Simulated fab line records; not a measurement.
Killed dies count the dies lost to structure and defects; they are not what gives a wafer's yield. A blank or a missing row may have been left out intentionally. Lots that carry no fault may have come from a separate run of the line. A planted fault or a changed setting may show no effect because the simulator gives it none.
Matching of chambers + flow gf180mcu + GF_V4_ETCH_17 on rieDiel-01 has 4 sister chambers
The step etches SiO2 in C4F8/O2/Ar, stops on TiN, target depth 630 nm. 4 wafers are shown with their chamber, then 7 later ones without.

## WAFERS, EACH WITH ITS CHAMBER
| wafer  | chamber | oesProductAu (a.u.) |
|--------|---------|---------------------|
| L599.4 | 1       | 0.862               |
| L599.5 | 3       | 0.864               |
| L600.3 | 0       | 0.861               |
| L600.4 | 2       | 0.850               |

## WAFERS WHOSE CHAMBER IS MISSING
| wafer  | oesProductAu (a.u.) |
|--------|---------------------|
| L600.6 | 0.860               |
| L604.1 | 0.856               |
| L604.4 | 0.852               |
| L604.5 | 0.853               |
| L605.1 | 0.855               |
| L605.4 | 0.851               |
| L605.5 | 0.849               |

## EACH ONE'S CHAMBER
| wafer  | from the rows above               | in truth                   |
|--------|-----------------------------------|----------------------------|
| L600.6 | can't be placed: 0 or 1 or 3      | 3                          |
| L604.1 | can't be placed: 0 or 1 or 2 or 3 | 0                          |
| L604.4 | 2                                 | 2                          |
| L604.5 | can't be placed: 2 or 0 or 1      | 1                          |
| L605.1 | can't be placed: 2 or 0 or 1 or 3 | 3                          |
| L605.4 | 2                                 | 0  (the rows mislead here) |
| L605.5 | 2                                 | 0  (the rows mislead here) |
Correctly placed: 1 of 7. From these rows, 4 cannot be placed; in 4 the true chamber is one of the candidates. Placed wrongly: 2.
How it was worked out, from the rows above alone: a wafer's distance from a chamber is the root of the sum, over the readings, of the square of ((its reading less the chamber's mean) divided by the reading's scatter). If the next closest chamber is less than 2 further off than the closest, the wafer can't be placed; otherwise it belongs to the closest. For every chamber, the mean is computed from those of its wafers that are shown. The scatter: root of mean squared gap, hidden wafer to nearest shown wafer, with one shown wafer a chamber.
